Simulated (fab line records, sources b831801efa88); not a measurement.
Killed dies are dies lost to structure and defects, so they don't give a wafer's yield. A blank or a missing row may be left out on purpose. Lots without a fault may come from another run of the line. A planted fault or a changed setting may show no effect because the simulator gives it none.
Which tool did it? | flow sky130 | 13 lots, 39 wafers sampled, at 3 steps of a route of 708

WHAT THE GAUGES READ, wafer by wafer
SKY_NWELL_TW_MEAS_26. Usual: NWELL_2_TW 500, standard deviation 7.
lot  | measured     | on            | NWELL_2_TW  | flag
L798 | day 5 03:44  | film_metro-01 | 511 512 513 |
L800 | day 6 01:35  | film_metro-02 | 502 500 499 |
L801 | day 6 08:25  | film_metro-01 | 508 509 505 |
L804 | day 6 18:11  | film_metro-02 | 500 498 501 |
L811 | day 8 11:08  | film_metro-03 | 489 490 489 |
L812 | day 8 20:27  | film_metro-03 | 488 487 487 |
L813 | day 9 23:17  | film_metro-02 | 498 500 497 |
L815 | day 10 00:40 | film_metro-02 | 499 502 499 |
L817 | day 10 06:49 | film_metro-01 | 505 505 505 |
L816 | day 10 08:17 | film_metro-03 | 491 492 492 |
L818 | day 10 09:00 | film_metro-01 | 506 506 506 |
L819 | day 10 21:15 | film_metro-02 | 501 501 500 |
L820 | day 10 20:56 | film_metro-03 | 489 492 490 |

WHICH TOOL RAN EACH LOT (tool, then ch and the chambers of the sampled wafers, then the start)
lot  | SKY_FIELD_ISO_CMP_27         | SKY_PWDE_STRIP_09
L798 | cmp-02 ch 1,2,3, day 2 08:28 | plasma_asher-02 ch 0,1, day 3 16:41
L800 | cmp-02 ch 0,3, day 2 23:15   | plasma_asher-02 ch 0,1, day 4 12:53
L801 | cmp-02 ch 0,1, day 3 04:55   | plasma_asher-01 ch 0,1, day 4 19:20
L804 | cmp-02 ch 0,1,3, day 3 17:40 | plasma_asher-02 ch 0,1, day 5 07:20
L811 | cmp-02 ch 0,2,3, day 5 03:37 | plasma_asher-02 ch 1, day 6 17:37
L812 | cmp-02 ch 1,2,3, day 5 08:58 | plasma_asher-01 ch 0,1, day 7 04:01
L813 | cmp-01 ch 0,1,2, day 6 03:44 | plasma_asher-02 ch 0,1, day 8 03:44
L815 | cmp-01 ch 0,3, day 6 09:21   | plasma_asher-02 ch 0,1, day 8 04:25
L817 | cmp-01 ch 0,2,3, day 6 15:54 | plasma_asher-02 ch 0,1, day 8 10:41
L816 | cmp-02 ch 0,3, day 6 15:58   | plasma_asher-02 ch 1, day 8 11:13
L818 | cmp-01 ch 0,1,2, day 6 17:30 | plasma_asher-01 ch 0,1, day 8 12:19
L819 | cmp-01 ch 1,2,3, day 7 04:13 | plasma_asher-02 ch 0,1, day 9 00:58
L820 | cmp-01 ch 0,2,3, day 7 05:27 | plasma_asher-01 ch 0, day 9 00:37
- SKY_FIELD_ISO_CMP_27: polishes, stops on Si3N4, t overpolish 16 s, target thk 457.8 nm.
- SKY_PWDE_STRIP_09: strips in O2/N2.

WHAT THE TOOLS THEMSELVES READ (means of the sampled wafers that have a number; where no wafer has one, the mark that the record gives instead)
SKY_FIELD_ISO_CMP_27. Usual: motor_current_A 12.3 A, standard deviation 1; overpolish_run_s 16.001 s, standard deviation 0.0096; slurry_flow_ml_min 149.9, standard deviation 0.47; time_to_endpoint_s 112 s, standard deviation 4.2.
lot  | tool   | motor_current_A (A) | overpolish_run_s (s) | slurry_flow_ml_min | time_to_endpoint_s (s) | flag
L798 | cmp-02 | 12.1                | 16.000               | 149.9              | 115                    |
L800 | cmp-02 | 11.7                | 15.998               | 150.0              | 107                    |
L801 | cmp-02 | 11.5                | 15.994               | 149.7              | 107                    |
L804 | cmp-02 | 11.7                | 16.002               | 150.3              | 110                    |
L811 | cmp-02 | 11.9                | 16.003               | 150.0              | 118                    |
L812 | cmp-02 | 12.2                | 15.993               | 150.0              | 118                    |
L813 | cmp-01 | 13.3                | 15.999               | 149.9              | 114                    |
L815 | cmp-01 | 11.6                | 16.006               | 150.0              | 109                    |
L817 | cmp-01 | 12.3                | 15.996               | 150.1              | 113                    |
L816 | cmp-02 | 12.6                | 16.004               | 150.0              | 110                    |
L818 | cmp-01 | 12.8                | 15.994               | 149.9              | 114                    |
L819 | cmp-01 | 12.6                | 15.991               | 149.8              | 111                    |
L820 | cmp-01 | 12.4                | 16.003               | 150.7              | 110                    |

SKY_PWDE_STRIP_09. Usual: drypump_motor_current_A 5.50 A, standard deviation 0.29; oes_product_au 0.723 a.u., standard deviation 0.0046; strip_time_to_endpoint_s 36.94 s, standard deviation 0.14.
lot  | tool            | drypump_motor_current_A (A) | oes_product_au (a.u.) | strip_time_to_endpoint_s (s) | flag
L798 | plasma_asher-02 | 5.41                        | 0.726                 | 36.76                        |
L800 | plasma_asher-02 | 5.25                        | 0.727                 | 37.01                        |
L801 | plasma_asher-01 | 5.72                        | 0.724                 | 36.78                        |
L804 | plasma_asher-02 | 5.28                        | 0.727                 | 36.99                        |
L811 | plasma_asher-02 | 5.09                        | 0.723                 | 36.84                        |
L812 | plasma_asher-01 | 5.57                        | 0.723                 | 36.94                        |
L813 | plasma_asher-02 | 5.25                        | 0.722                 | 36.95                        |
L815 | plasma_asher-02 | 5.43                        | 0.723                 | 37.10                        |
L817 | plasma_asher-02 | 5.41                        | 0.719                 | 37.02                        |
L816 | plasma_asher-02 | 5.09                        | 0.726                 | 36.90                        |
L818 | plasma_asher-01 | 5.71                        | 0.719                 | 36.85                        |
L819 | plasma_asher-02 | 5.23                        | 0.721                 | 36.77                        |
L820 | plasma_asher-01 | 5.43                        | 0.728                 | 36.93                        |

THE ANSWER, worked out from the rows above alone
Rule: a lot is off if the mean of its wafers that have a number lies more than 3 standard deviations from the usual mean. A lot without any number at a reading at which 4 lots or more have one is off too. The other lots that the step has rows for count as sound. The gauges are gone through in route order, then the tools' own readings, and for those a lot's mean is taken as printed above. The first step at which some lot is off is used, and at that step the reading that is off furthest; a lot without a number counts as furthest.
No lot is off at any reading shown: from this, nothing can be told.

WHAT THE SIMULATOR HAD PUT IN
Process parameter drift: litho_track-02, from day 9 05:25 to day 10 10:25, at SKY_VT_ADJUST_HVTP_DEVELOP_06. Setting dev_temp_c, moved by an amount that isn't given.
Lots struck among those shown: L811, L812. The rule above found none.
